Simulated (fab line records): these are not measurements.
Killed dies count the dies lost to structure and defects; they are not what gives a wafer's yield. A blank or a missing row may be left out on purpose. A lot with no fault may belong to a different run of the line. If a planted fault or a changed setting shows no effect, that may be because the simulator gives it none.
fab line records -- flow sky130
[record] lots = 11, wafers = 33, last-day = 50
route steps=708 shown METAL5@661 PAD_OPEN@701
lots with no fault: from the same line, run without faults
start-h: start of the lot's first displayed wafer, in hours after the record's first day -- wait-h: how many hours have passed since the lot's step before this one -- " same as the row above -- L1.1+2: a row that stands for several wafers -- - no value, or no start was given -- * or withheld: withheld -- < > ~ a bound
route shown NAME@n: a module of which the file shows steps, and the number in the route of the first -- usual: mean/standard deviation taken from wafers without a fault -- same: alike in all rows -- chamber/n: place in a boat -- sites: readings site by site -- _std_site: the standard deviation of these -- _edge_site: outer sites' mean less inner sites' -- radius-mm: for every site, how far away it sits from the centre of the wafer -- mask NAME#n: copy n -- behind: tool/chamber where the wafer was last shaped -- hold: why the lot went on hold/how many hours it stayed there/how the hold came to an end -- device: transistor that didn't switch, given as n, p or np -- end of line: tests run on the same wafers once the route is complete -- where a step has no rows: the recipe by itself -- killed: at the first sort, the dies lost to defects and structure; wafer yield is something else -- map: the dies of a wafer, with x for killed, . for not killed, _ for no die there
set.NAME: setting as actually run; set.NAME@STEP: the setting as run at that earlier step -- model.NAME: the simulator's own value behind a step, which no gauge read
route steps across a sampled set of lots; one table per step, one row per wafer
services: when a tool's chamber went out of use (start-h, in hours from the record's first day, below 0 if earlier), for how many hours, and the reason
[[steps]]
[step SKY_METAL5_SPUTTER_00]
[recipe] material = Ti, target-thk-nm = 15, power-w = 3000, time-s = 10, chamber-pressure-pa = 0.4
[usual] cathode-dc-power-W = 3000.0/0.61, throttle-valve-pct = 30.0/1.1
lot.wafer,tool,chamber,start-h,wait-h,cathode-dc-power-W,throttle-valve-pct
L282.2,pvd-sputter-02,-,1043.62,0.2,3000.5,31.5
L282.3,pvd-sputter-02,-,1043.62,0.2,2999.5,29.3
L282.4,pvd-sputter-02,-,1043.62,0.2,3001.0,31.7
L280.1,pvd-sputter-02,-,1045.81,0.1,2999.7,29.9
L280.3,pvd-sputter-02,-,1045.81,0.1,3000.0,29.5
L280.5,pvd-sputter-02,-,1045.81,0.1,3000.5,31.4
L284.2,pvd-sputter-02,-,1046.45,0.2,3000.3,31.4
L284.3,pvd-sputter-02,-,1046.45,0.2,3000.3,29.9
L284.5,pvd-sputter-02,-,1046.45,0.2,3000.7,29.2
L286.2,pvd-sputter-02,-,1047.36,0.1,2999.9,29.9
L286.4,pvd-sputter-02,-,1047.36,0.1,2999.6,31.4
L286.5,pvd-sputter-02,-,1047.36,0.1,2999.5,29.7
L293.3,pvd-sputter-02,-,1092.36,0.2,3000.5,31.2
L293.4,pvd-sputter-02,-,1092.36,0.2,2999.2,29.3
L293.6,pvd-sputter-02,-,1092.36,0.2,3000.5,31.5
L295.1,pvd-sputter-02,-,1108.12,0.2,2999.0,31.2
L295.2,pvd-sputter-02,-,1108.12,0.2,3000.7,29.6
L295.5,pvd-sputter-02,-,1108.12,0.2,3000.5,31.3
L294.1,pvd-sputter-02,-,1112.74,0.1,2999.6,31.3
L294.3,pvd-sputter-02,-,1112.74,0.1,2999.8,31.4
L294.5,pvd-sputter-02,-,1112.74,0.1,3000.8,31.2
L298.1,pvd-sputter-04,-,1113.04,0.1,3000.7,32.1
L298.3,pvd-sputter-04,-,1113.04,0.1,3000.2,30.2
L298.4,pvd-sputter-04,-,1113.04,0.1,2999.6,28.9
L297.2,pvd-sputter-01,-,1113.94,0.2,2999.7,29.5
L297.5,pvd-sputter-01,-,1113.94,0.2,2999.2,29.8
L297.6,pvd-sputter-01,-,1113.94,0.2,2999.9,28.6
L299.1,pvd-sputter-04,-,1129.67,0.1,3000.6,28.8
L299.3,pvd-sputter-04,-,1129.67,0.1,3000.6,28.7
L299.6,pvd-sputter-04,-,1129.67,0.1,2999.7,28.9
L300.2,pvd-sputter-04,-,1140.97,0.1,3000.1,28.9
L300.4,pvd-sputter-04,-,1140.97,0.1,3000.1,30.3
L300.5,pvd-sputter-04,-,1140.97,0.1,2999.3,30.2
[step SKY_METAL5_SPUTTER_01]
[recipe] material = TiN, target-thk-nm = 20, power-w = 6500, time-s = 16.7, chamber-pressure-pa = 0.4
[usual] cathode-dc-power-W = 6500.0/1.1, throttle-valve-pct = 30.1/1.1
lot.wafer,tool,chamber,start-h,wait-h,cathode-dc-power-W,throttle-valve-pct
L282.2,pvd-sputter-02,-,1043.64,0.0,6500.8,31.4
L282.3,pvd-sputter-02,-,1043.64,0.0,6501.5,29.4
L282.4,pvd-sputter-02,-,1043.64,0.0,6501.8,31.5
L280.1,pvd-sputter-02,-,1045.83,0.0,6499.9,29.9
L280.3,pvd-sputter-02,-,1045.83,0.0,6500.8,29.1
L280.5,pvd-sputter-02,-,1045.83,0.0,6499.1,31.3
L284.2,pvd-sputter-02,-,1046.47,0.0,6501.8,31.3
L284.3,pvd-sputter-02,-,1046.47,0.0,6498.4,29.9
L284.5,pvd-sputter-02,-,1046.47,0.0,6498.6,29.3
L286.2,pvd-sputter-02,-,1047.38,0.0,6501.6,30.0
L286.4,pvd-sputter-02,-,1047.38,0.0,6499.0,31.2
L286.5,pvd-sputter-02,-,1047.38,0.0,6498.7,30.0
L293.3,pvd-sputter-02,-,1092.38,0.0,6498.9,31.4
L293.4,pvd-sputter-02,-,1092.38,0.0,6499.7,29.4
L293.6,pvd-sputter-02,-,1092.38,0.0,6499.0,31.7
L295.1,pvd-sputter-02,-,1108.15,0.0,6500.0,31.0
L295.2,pvd-sputter-02,-,1108.15,0.0,6499.8,29.4
L295.5,pvd-sputter-02,-,1108.15,0.0,6500.7,31.3
L294.1,pvd-sputter-02,-,1112.76,0.0,6501.3,31.2
L294.3,pvd-sputter-02,-,1112.76,0.0,6500.3,31.5
L294.5,pvd-sputter-02,-,1112.76,0.0,6499.5,31.4
L298.1,pvd-sputter-04,-,1113.06,0.0,6498.4,31.9
L298.3,pvd-sputter-04,-,1113.06,0.0,6499.6,30.3
L298.4,pvd-sputter-04,-,1113.06,0.0,6500.0,29.0
L297.2,pvd-sputter-01,-,1113.96,0.0,6497.6,29.0
L297.5,pvd-sputter-01,-,1113.96,0.0,6500.7,29.8
L297.6,pvd-sputter-01,-,1113.96,0.0,6497.7,28.6
L299.1,pvd-sputter-04,-,1129.69,0.0,6499.9,28.7
L299.3,pvd-sputter-04,-,1129.69,0.0,6499.2,29.0
L299.6,pvd-sputter-04,-,1129.69,0.0,6498.6,29.0
L300.2,pvd-sputter-04,-,1140.99,0.0,6499.7,28.8
L300.4,pvd-sputter-04,-,1140.99,0.0,6500.5,30.1
L300.5,pvd-sputter-04,-,1140.99,0.0,6501.4,30.3
[step SKY_PAD_OPEN_ETCH_07]
[recipe] chemistry = CF4/O2, target-depth-nm = 725, stop-on = AlCu, source-w = 800, bias-w = 150, pressure-mtorr = 150, cf4-flow-sccm = 80, O2_flow_sccm = 10, time-s = 161.1
[usual] drypump-motor-current-A = 5.9/0.49, oes-product-au = 0.980/0.0068, throttle-valve-pct = 5.965/0.0089
lot.wafer,tool,chamber,start-h,wait-h,drypump-motor-current-A,oes-product-au,rf-hours-counter-h,throttle-valve-pct
L282.2,rie-diel-01,0,1108.71,-,6.2,0.972,4,5.971
L282.3,rie-diel-01,2,1108.71,-,5.7,0.977,7,5.957
L282.4,rie-diel-01,1,1108.71,-,5.6,0.990,18,5.978
L280.1,rie-diel-04,2,1111.91,-,6.3,0.972,12,5.956
L280.3,rie-diel-04,1,1111.91,-,5.4,0.982,20,5.965
L280.5,rie-diel-04,3,1111.91,-,5.7,0.980,-,5.970
L284.2,rie-diel-02,3,1112.56,-,6.4,0.976,13,5.962
L284.3,rie-diel-02,1,1112.56,-,6.8,0.984,19,5.979
L284.5,rie-diel-02,0,1112.56,-,6.2,0.982,-,5.952
L286.2,rie-diel-04,1,1113.73,-,5.4,0.973,20,5.954
L286.4,rie-diel-04,3,1113.73,-,5.7,0.982,24,5.966
L286.5,rie-diel-04,1,1113.73,-,5.4,0.988,-,5.972
L293.3,rie-diel-01,2,1154.18,-,5.7,0.983,8,5.982
L293.4,rie-diel-01,0,1154.18,-,6.2,0.971,6,5.969
L293.6,rie-diel-01,2,1154.18,-,5.7,0.988,-,5.973
L295.1,rie-diel-01,0,1165.78,-,6.2,0.969,7,5.968
L295.2,rie-diel-01,1,1165.78,-,5.6,0.974,21,5.956
L295.5,rie-diel-01,1,1165.78,-,5.6,0.982,-,5.960
L294.1,rie-diel-02,3,1168.76,-,6.3,0.976,15,5.968
L294.3,rie-diel-02,1,1168.76,-,6.7,0.984,22,5.971
L294.5,rie-diel-02,1,1168.76,-,6.8,0.989,-,5.969
L298.1,rie-diel-04,2,1169.93,-,6.3,0.974,14,5.969
L298.3,rie-diel-04,1,1169.93,-,5.4,0.974,22,5.964
L298.4,rie-diel-04,3,1169.93,-,5.7,0.980,26,5.966
L297.2,rie-diel-01,0,1170.28,-,6.2,0.967,7,5.964
L297.5,rie-diel-01,0,1170.28,-,6.2,0.968,-,5.963
L297.6,rie-diel-01,3,1170.28,-,5.9,0.977,-,5.978
L299.1,rie-diel-02,0,1183.68,-,6.1,0.979,18,5.973
L299.3,rie-diel-02,1,1183.68,-,6.7,0.981,22,5.983
L299.6,rie-diel-02,3,1183.68,-,6.3,0.985,-,5.960
L300.2,rie-diel-01,1,1194.51,-,5.6,0.981,22,5.979
L300.4,rie-diel-01,2,1194.51,-,5.7,0.980,10,5.960
L300.5,rie-diel-01,3,1194.51,-,5.9,0.983,-,5.964
[step SKY_PAD_OPEN_STRIP_08]
[recipe] chemistry = O2/N2, power-w = 1400, pressure-mtorr = 1500, platen-temp-c = withheld, overash-fraction = 0.7, o2-flow-sccm = 3000, n2-flow-sccm = 300
[usual] drypump-motor-current-A = 5.8/0.3, oes-product-au = 0.664/0.0047, strip-time-to-endpoint-s = 37.12/0.09
lot.wafer,tool,chamber,start-h,wait-h,drypump-motor-current-A,oes-product-au,rf-hours-counter-h,strip-time-to-endpoint-s
L282.2,plasma-asher-04,0,1108.82,0.1,5.6,0.671,35,37.11
L282.3,plasma-asher-04,1,1108.82,0.1,6.0,0.659,-,37.13
L282.4,plasma-asher-04,0,1108.82,0.1,5.6,0.661,-,37.16
L280.1,plasma-asher-01,1,1112.02,0.1,5.7,0.667,68,37.17
L280.3,plasma-asher-01,1,1112.02,0.1,5.7,0.662,-,37.19
L280.5,plasma-asher-01,0,1112.02,0.1,5.9,0.665,-,37.18
L284.2,plasma-asher-02,0,1112.67,0.1,5.3,0.669,5,37.05
L284.3,plasma-asher-02,1,1112.67,0.1,6.2,0.660,-,37.12
L284.5,plasma-asher-02,0,1112.67,0.1,5.3,0.667,-,37.14
L286.2,plasma-asher-02,0,1113.83,0.1,5.3,0.660,5,37.26
L286.4,plasma-asher-02,0,1113.83,0.1,5.3,0.668,-,37.16
L286.5,plasma-asher-02,1,1113.83,0.1,6.2,0.660,-,37.16
L293.3,plasma-asher-04,1,1154.32,0.1,6.0,0.671,-,37.29
L293.4,plasma-asher-04,0,1154.32,0.1,5.6,0.678,-,37.24
L293.6,plasma-asher-04,1,1154.32,0.1,6.0,0.665,-,37.23
L295.1,plasma-asher-04,1,1165.88,0.1,6.0,0.665,39,37.17
L295.2,plasma-asher-04,0,1165.88,0.1,5.6,0.659,39,37.15
L295.5,plasma-asher-04,0,1165.88,0.1,5.6,0.664,-,37.13
L294.1,plasma-asher-02,0,1168.87,0.1,5.3,0.666,10,37.00
L294.3,plasma-asher-02,0,1168.87,0.1,5.3,0.662,-,37.05
L294.5,plasma-asher-02,1,1168.87,0.1,6.2,0.671,-,37.00
L298.1,plasma-asher-02,0,1170.03,0.1,5.3,0.668,10,37.30
L298.3,plasma-asher-02,0,1170.03,0.1,5.3,0.661,-,37.24
L298.4,plasma-asher-02,1,1170.03,0.1,6.2,0.663,-,37.24
L297.2,plasma-asher-04,1,1170.38,0.1,6.0,0.665,40,37.10
L297.5,plasma-asher-04,1,1170.38,0.1,6.0,0.660,-,37.17
L297.6,plasma-asher-04,0,1170.38,0.1,5.6,0.667,-,37.03
L299.1,plasma-asher-02,0,1183.79,0.1,5.3,0.660,12,37.02
L299.3,plasma-asher-02,0,1183.79,0.1,5.3,0.667,-,37.05
L299.6,plasma-asher-02,1,1183.79,0.1,6.2,0.675,-,37.19
L300.2,plasma-asher-01,0,1194.62,0.1,5.9,0.673,77,37.06
L300.4,plasma-asher-01,1,1194.62,0.1,5.7,0.655,-,37.15
L300.5,plasma-asher-01,0,1194.62,0.1,5.8,0.671,-,37.14
[step SKY_PAD_OPEN_PROBE_99]
[usual] defect-limited-yield = 83.0/1.8, killed_at_M0_to_M3 = 42/6.6, killed_at_M4_up = 3.0/1.7, killed-at-contacts = 24/5.3, killed-at-front-end = 15/4.5, killed-at-other = 0.2/0.49, killed-dies = 83/9, killed-open = 45/6.9, killed-short = 38/5.8, sort_bin_3_pad_short = 0.8/0.4, sort_bin_5_function = 10.0/1.5, sort_bin_6_memory = 6.1/1.1, sort-n-pass = 409/9, sort-yield-pct = 83.0/1.8
[same] gross-dies = 492, killed-at-back-side = 0, sort_bin_4_leakage[%] = 0, sort_bin_8_speed[%] = 0
lot.wafer,tool,chamber,start-h,wait-h,defect-limited-yield[%],killed_at_M0_to_M3,killed_at_M4_up,killed-at-contacts,killed-at-front-end,killed-at-other,killed-dies,killed-open,killed-short,sort_bin_3_pad_short[%],sort_bin_5_function[%],sort_bin_6_memory[%],sort-n-pass,sort-yield-pct[%]
L282.2,prober-02,-,1111.08,0.1,82.9,35,5,26,18,0,84,34,49,1.8,9.1,6.1,408,82.9
L282.3,prober-02,-,1111.13,0.2,82.5,43,2,25,16,0,86,52,33,0.6,11.6,5.3,406,82.5
L282.4,prober-02,-,1111.18,0.2,85.2,40,3,16,14,0,73,41,31,0.4,8.9,5.5,419,85.2
L280.1,prober-02,-,1114.76,0.1,83.9,39,3,20,17,0,79,38,41,1.2,8.1,6.7,413,83.9
L280.3,prober-02,-,1114.86,0.2,82.7,40,4,23,18,0,85,47,38,0.2,10.4,6.7,407,82.7
L280.5,prober-02,-,1114.96,0.2,87.4,28,1,21,12,0,62,31,31,1.0,7.5,4.1,430,87.4
L284.2,prober-01,-,1116.31,0.1,84.3,37,3,29,8,0,77,41,36,1.4,8.9,5.3,415,84.3
L284.3,prober-01,-,1116.36,0.2,81.1,41,6,30,16,0,93,51,42,1.0,10.6,7.3,399,81.1
L284.5,prober-01,-,1116.46,0.2,83.5,40,4,28,9,0,81,47,34,0.4,10.8,5.3,411,83.5
L286.2,prober-02,-,1116.33,0.1,83.9,50,3,14,12,0,79,39,40,0.4,8.7,6.9,413,83.9
L286.4,prober-02,-,1116.43,0.2,82.1,44,3,25,16,0,88,42,46,1.0,11.4,5.5,404,82.1
L286.5,prober-02,-,1116.48,0.2,86.8,34,2,15,14,0,65,32,33,0.2,7.3,5.7,427,86.8
L293.3,prober-02,-,1156.60,0.2,76.8,43,37,17,16,1,114,36,46,1.2,15.4,6.5,378,76.8
L293.4,prober-02,-,1156.65,0.2,77.0,44,33,18,16,2,113,49,32,1.4,16.7,4.9,379,77.0
L293.6,prober-02,-,1156.75,0.2,77.2,44,32,20,16,0,112,44,38,1.4,15.4,5.9,380,77.2
L295.1,prober-02,-,1168.09,0.1,78.9,54,20,20,10,0,104,47,40,1.8,12.0,7.3,388,78.9
L295.2,prober-02,-,1168.14,0.1,75.8,43,38,24,13,1,119,42,41,1.6,14.2,8.3,373,75.8
L295.5,prober-02,-,1168.29,0.2,78.7,54,22,16,13,0,105,43,45,1.8,13.0,6.5,387,78.7
L294.1,prober-02,-,1171.08,0.1,80.1,45,17,24,12,0,98,48,35,1.2,12.0,6.7,394,80.1
L294.3,prober-02,-,1171.18,0.2,80.3,31,34,17,15,0,97,31,37,2.8,10.8,6.1,395,80.3
L294.5,prober-02,-,1171.28,0.2,80.3,37,20,29,11,0,97,37,44,1.8,11.4,6.5,395,80.3
L298.1,prober-01,-,1172.24,0.1,85.2,44,1,15,13,0,73,38,35,0.8,8.9,5.1,419,85.2
L298.3,prober-01,-,1172.34,0.2,81.3,53,4,22,13,0,92,52,39,1.2,9.6,7.9,400,81.3
L298.4,prober-01,-,1172.39,0.2,83.3,53,2,17,10,0,82,45,37,1.0,10.0,5.7,410,83.3
L297.2,prober-02,-,1172.70,0.1,84.6,33,1,20,22,0,76,41,35,0.8,8.5,6.1,416,84.6
L297.5,prober-02,-,1172.85,0.2,85.2,33,6,26,8,0,73,45,28,1.4,8.9,4.5,419,85.2
L297.6,prober-02,-,1172.90,0.2,81.5,41,4,33,13,0,91,56,35,0.6,11.2,6.7,401,81.5
L299.1,prober-02,-,1186.00,0.1,81.9,38,4,29,18,0,89,49,39,1.2,10.6,6.3,403,81.9
L299.3,prober-02,-,1186.10,0.2,82.1,41,7,24,16,0,88,48,39,0.6,10.4,6.9,404,82.1
L299.6,prober-02,-,1186.25,0.2,79.3,60,5,26,11,0,102,56,46,0.6,11.2,8.9,390,79.3
L300.2,prober-01,-,1196.92,0.1,81.9,37,3,26,23,0,89,41,47,1.0,9.8,7.3,403,81.9
L300.4,prober-01,-,1197.02,0.2,85.8,39,1,16,14,0,70,37,33,1.4,8.7,4.1,422,85.8
L300.5,prober-01,-,1197.07,0.2,83.1,36,2,30,15,0,83,50,33,0.8,9.1,6.9,409,83.1
// killed by level:class
L282.2 CONTACT:geometric-particle:open=9 LI_CONTACT:geometric-particle:open=8 METAL2:geometric-particle:short=7 FIELD_ISO:geometric-particle:short=6 METAL1:geometric-particle:short=6 VIA2:geometric-particle:open=5 FIELD_ISO:geometric-particle:open=4 POLY_GATE:geometric-particle:short=4
L282.3 VIA2:geometric-particle:open=10 CONTACT:geometric-particle:open=8 VIA1:geometric-particle:open=8 LI_CONTACT:geometric-particle:open=7 METAL2:geometric-particle:short=6 CONTACT:geometric-particle:short=5 FIELD_ISO:geometric-particle:open=4 POLY_GATE:geometric-particle:short=4
L282.4 VIA3:geometric-particle:open=13 VIA1:geometric-particle:open=9 FIELD_ISO:geometric-particle:short=5 VIA2:geometric-particle:open=5 POLY_GATE:geometric-particle:short=4 LOCAL_INTERCONNECT:geometric-particle:short=4 CONTACT:geometric-particle:open=4 METAL1:geometric-particle:short=4
L280.1 METAL2:geometric-particle:short=9 CONTACT:geometric-particle:open=8 METAL1:geometric-particle:short=7 VIA2:geometric-particle:open=7 FIELD_ISO:geometric-particle:short=5 FIELD_ISO:geometric-particle:open=5 VIA3:geometric-particle:open=5 POLY_GATE:geometric-particle:short=4
L280.3 LI_CONTACT:geometric-particle:open=10 VIA1:geometric-particle:open=10 FIELD_ISO:geometric-particle:short=8 CONTACT:geometric-particle:open=6 VIA2:geometric-particle:open=6 METAL1:geometric-particle:short=5 POLY_GATE:geometric-particle:open=5 CONTACT:geometric-particle:short=4
L280.5 CONTACT:geometric-particle:open=8 VIA2:geometric-particle:open=7 CONTACT:geometric-particle:short=6 METAL3:geometric-particle:short=6 FIELD_ISO:geometric-particle:short=3 POLY_GATE:geometric-particle:short=3 POLY_GATE:geometric-particle:open=3 LI_CONTACT:geometric-particle:open=3
L284.2 CONTACT:geometric-particle:open=10 LI_CONTACT:geometric-particle:open=8 VIA1:geometric-particle:open=7 VIA1:geometric-particle:short=7 VIA3:geometric-particle:open=7 LI_CONTACT:geometric-particle:short=4 CONTACT:geometric-particle:short=4 METAL2:geometric-particle:short=4
L286.2 METAL1:geometric-particle:short=9 VIA3:geometric-particle:open=8 VIA1:geometric-particle:open=8 CONTACT:geometric-particle:open=7 FIELD_ISO:geometric-particle:short=5 METAL2:geometric-particle:short=5 VIA2:geometric-particle:open=5 VIA1:geometric-particle:short=4
L284.3 CONTACT:geometric-particle:open=12 METAL2:geometric-particle:short=8 VIA1:geometric-particle:open=8 VIA3:geometric-particle:open=8 LI_CONTACT:geometric-particle:open=7 SPACER:geometric-particle:open=6 CONTACT:geometric-particle:short=5 METAL4:geometric-particle:short=5
L286.4 LI_CONTACT:geometric-particle:open=11 VIA1:geometric-particle:open=9 METAL1:geometric-particle:short=7 VIA3:geometric-particle:open=6 FIELD_ISO:geometric-particle:short=5 CONTACT:geometric-particle:short=5 METAL2:geometric-particle:short=4 CONTACT:geometric-particle:open=4
L284.5 CONTACT:geometric-particle:open=15 VIA1:geometric-particle:open=9 VIA3:geometric-particle:open=8 METAL2:geometric-particle:short=6 VIA2:geometric-particle:open=6 METAL1:geometric-particle:short=5 LOCAL_INTERCONNECT:geometric-particle:short=4 METAL4:geometric-particle:short=4
L286.5 VIA3:geometric-particle:open=7 CONTACT:geometric-particle:open=6 VIA2:geometric-particle:short=5 FIELD_ISO:geometric-particle:short=4 VIA2:geometric-particle:open=4 VIA1:geometric-particle:open=4 METAL2:geometric-particle:short=4 METAL3:geometric-particle:short=4
L293.3 METAL5:unspecified=32 VIA1:geometric-particle:open=9 CONTACT:geometric-particle:open=7 VIA2:geometric-particle:short=6 FIELD_ISO:geometric-particle:short=5 VIA1:geometric-particle:short=5 VIA2:geometric-particle:open=5 POLY_GATE:geometric-particle:short=4
L293.4 METAL5:unspecified=31 VIA1:geometric-particle:open=15 VIA2:geometric-particle:open=9 CONTACT:geometric-particle:open=8 VIA1:geometric-particle:short=6 METAL2:geometric-particle:short=5 FIELD_ISO:geometric-particle:short=4 LOCAL_INTERCONNECT:geometric-particle:short=4
L293.6 METAL5:unspecified=30 VIA3:geometric-particle:open=8 VIA1:geometric-particle:open=7 CONTACT:geometric-particle:short=6 POLY_GATE:geometric-particle:open=6 METAL1:geometric-particle:short=6 LI_CONTACT:geometric-particle:open=5 CONTACT:geometric-particle:open=5
L295.1 METAL5:unspecified=15 METAL2:geometric-particle:short=12 VIA1:geometric-particle:open=10 CONTACT:geometric-particle:open=8 VIA2:geometric-particle:open=6 LI_CONTACT:geometric-particle:open=5 METAL1:geometric-particle:short=5 VIA3:geometric-particle:open=5
L295.2 METAL5:unspecified=34 VIA1:geometric-particle:open=12 LI_CONTACT:geometric-particle:open=9 CONTACT:geometric-particle:open=7 METAL2:geometric-particle:short=7 POLY_GATE:geometric-particle:short=5 VIA2:geometric-particle:open=5 LOCAL_INTERCONNECT:geometric-particle:short=4
L295.5 METAL5:unspecified=17 VIA1:geometric-particle:open=12 VIA1:geometric-particle:short=9 VIA3:geometric-particle:open=8 METAL1:geometric-particle:short=6 FIELD_ISO:geometric-particle:short=5 VIA2:geometric-particle:open=5 LOCAL_INTERCONNECT:geometric-particle:short=4
L294.1 METAL5:unspecified=15 CONTACT:geometric-particle:open=13 VIA1:geometric-particle:open=11 METAL2:geometric-particle:short=6 VIA2:geometric-particle:open=5 METAL1:geometric-particle:short=5 LI_CONTACT:geometric-particle:open=4 LOCAL_INTERCONNECT:geometric-particle:short=4
L294.3 METAL5:unspecified=29 METAL2:geometric-particle:short=8 LOCAL_INTERCONNECT:geometric-particle:short=5 CONTACT:geometric-particle:open=5 VIA3:geometric-particle:open=5 POLY_GATE:geometric-particle:open=4 VIA2:geometric-particle:open=4 METAL4:geometric-particle:short=4
L294.5 METAL5:unspecified=16 LI_CONTACT:geometric-particle:short=8 LI_CONTACT:geometric-particle:open=8 VIA1:geometric-particle:open=6 VIA2:geometric-particle:open=6 METAL1:geometric-particle:short=5 CONTACT:geometric-particle:open=5 METAL3:geometric-particle:short=5
L298.1 VIA1:geometric-particle:open=10 VIA2:geometric-particle:open=9 METAL1:geometric-particle:short=5 LI_CONTACT:geometric-particle:open=5 VIA1:geometric-particle:short=5 METAL2:geometric-particle:short=5 FIELD_ISO:geometric-particle:short=3 POLY_GATE:geometric-particle:short=3
L298.3 VIA1:geometric-particle:open=16 VIA3:geometric-particle:open=9 LI_CONTACT:geometric-particle:open=6 LOCAL_INTERCONNECT:geometric-particle:short=6 CONTACT:geometric-particle:open=6 VIA1:geometric-particle:short=5 VIA2:geometric-particle:open=5 METAL1:geometric-particle:short=4
L298.4 VIA1:geometric-particle:open=10 METAL2:geometric-particle:short=10 CONTACT:geometric-particle:open=8 VIA3:geometric-particle:open=8 VIA2:geometric-particle:open=6 LI_CONTACT:geometric-particle:open=5 METAL3:geometric-particle:short=4 VIA1:geometric-particle:short=4
L297.2 LI_CONTACT:geometric-particle:open=10 VIA1:geometric-particle:open=8 FIELD_ISO:geometric-particle:open=6 FIELD_ISO:geometric-particle:short=5 POLY_GATE:geometric-particle:short=5 VIA1:geometric-particle:short=5 VIA3:geometric-particle:open=5 METAL1:geometric-particle:short=4
L297.5 LI_CONTACT:geometric-particle:open=8 CONTACT:geometric-particle:short=7 CONTACT:geometric-particle:open=7 VIA1:geometric-particle:open=7 METAL1:geometric-particle:open=5 VIA2:geometric-particle:open=4 VIA4:geometric-particle:open=3 METAL1:geometric-particle:short=3
L297.6 CONTACT:geometric-particle:open=15 LI_CONTACT:geometric-particle:open=9 VIA1:geometric-particle:open=8 FIELD_ISO:geometric-particle:open=7 VIA2:geometric-particle:open=7 VIA3:geometric-particle:open=7 METAL2:geometric-particle:short=5 CONTACT:geometric-particle:short=4
L299.1 CONTACT:geometric-particle:open=10 METAL2:geometric-particle:short=9 LI_CONTACT:geometric-particle:open=8 VIA1:geometric-particle:open=7 FIELD_ISO:geometric-particle:open=6 CONTACT:geometric-particle:short=6 FIELD_ISO:geometric-particle:short=4 SPACER:geometric-particle:open=4
L299.3 CONTACT:geometric-particle:open=9 VIA1:geometric-particle:open=9 LI_CONTACT:geometric-particle:open=7 METAL1:geometric-particle:short=6 VIA3:geometric-particle:open=6 METAL4:geometric-particle:short=6 VIA2:geometric-particle:open=5 FIELD_ISO:geometric-particle:short=3
L299.6 VIA3:geometric-particle:open=14 CONTACT:geometric-particle:open=10 VIA2:geometric-particle:open=10 VIA1:geometric-particle:short=6 VIA1:geometric-particle:open=6 LI_CONTACT:geometric-particle:open=5 LOCAL_INTERCONNECT:geometric-particle:short=5 METAL1:geometric-particle:short=5
L300.2 FIELD_ISO:geometric-particle:short=11 LI_CONTACT:geometric-particle:open=8 VIA1:geometric-particle:open=7 LOCAL_INTERCONNECT:geometric-particle:short=6 VIA2:geometric-particle:short=6 CONTACT:geometric-particle:short=5 VIA3:geometric-particle:open=4 CONTACT:geometric-particle:open=4
L300.4 VIA1:geometric-particle:open=8 VIA2:geometric-particle:open=7 FIELD_ISO:geometric-particle:open=5 CONTACT:geometric-particle:open=5 CONTACT:geometric-particle:short=5 METAL1:geometric-particle:short=5 VIA1:geometric-particle:short=5 METAL3:geometric-particle:short=4
L300.5 VIA2:geometric-particle:open=11 LI_CONTACT:geometric-particle:open=10 CONTACT:geometric-particle:open=8 FIELD_ISO:geometric-particle:open=6 LOCAL_INTERCONNECT:geometric-particle:short=6 CONTACT:geometric-particle:short=4 METAL1:geometric-particle:short=4 VIA1:geometric-particle:open=4
[[services]]
tool,chamber,start-h,hours,kind
pvd-sputter-04,0,1025.99,-,consumable-replace:kit
pvd-sputter-04,0,1025.99,18.0,scheduled-down
pvd-sputter-04,0,1025.99,18.0,vent-cycle
plasma-asher-02,-,1034.63,3.3,repair
plasma-asher-02,-,1045.17,1.2,repair
rie-diel-04,0,1046.31,12.1,repair
pvd-sputter-02,3,1047.52,-,consumable-replace:kit
pvd-sputter-02,3,1047.52,18.0,scheduled-down
pvd-sputter-02,3,1047.52,18.0,vent-cycle
plasma-asher-02,-,1055.25,9.0,pm
rie-diel-04,2,1079.93,6.9,repair
rie-diel-04,3,1094.96,9.9,repair
rie-diel-04,2,1095.37,5.3,repair
pvd-sputter-04,3,1095.77,-,consumable-replace:kit
pvd-sputter-04,3,1095.77,18.0,scheduled-down
pvd-sputter-04,3,1095.77,18.0,vent-cycle
pvd-sputter-04,-,1105.00,0.9,repair
pvd-sputter-04,-,1113.78,1.0,repair
rie-diel-04,3,1118.37,3.7,repair
rie-diel-02,3,1121.16,12.8,repair
plasma-asher-04,-,1127.74,14.6,pm
plasma-asher-01,-,1130.34,2.1,repair
rie-diel-01,-,1148.06,0.2,repair
rie-diel-04,1,1181.47,1.4,repair
[[key]]
[first-sign] step = SKY_PAD_OPEN_PROBE_99, reading = killed_at_M4_up, direction = up, sigmas = 15, usual = 3.0, struck = 28.1
[effect] step = SKY_PAD_OPEN_PROBE_99, reading = defect-limited-yield, direction = down, sigmas = 2.6, usual = 83.0, struck = 78.3, wafers-moved = 5
met-at SKY_METAL5_SPUTTER_01
struck-lots L293,L294,L295
not-acting-at SKY_METAL5_SPUTTER_00,SKY_PAD_OPEN_ETCH_07,SKY_PAD_OPEN_STRIP_08
onset-between 1047.38 1092.38
[fault] kind = chamber-particle-source, tool = pvd-sputter-02, chamber = -, onset-h = 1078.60, steps = SKY_METAL5_SPUTTER_01, rate-per-visit-cm2 = 0.50311, end-h = 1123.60
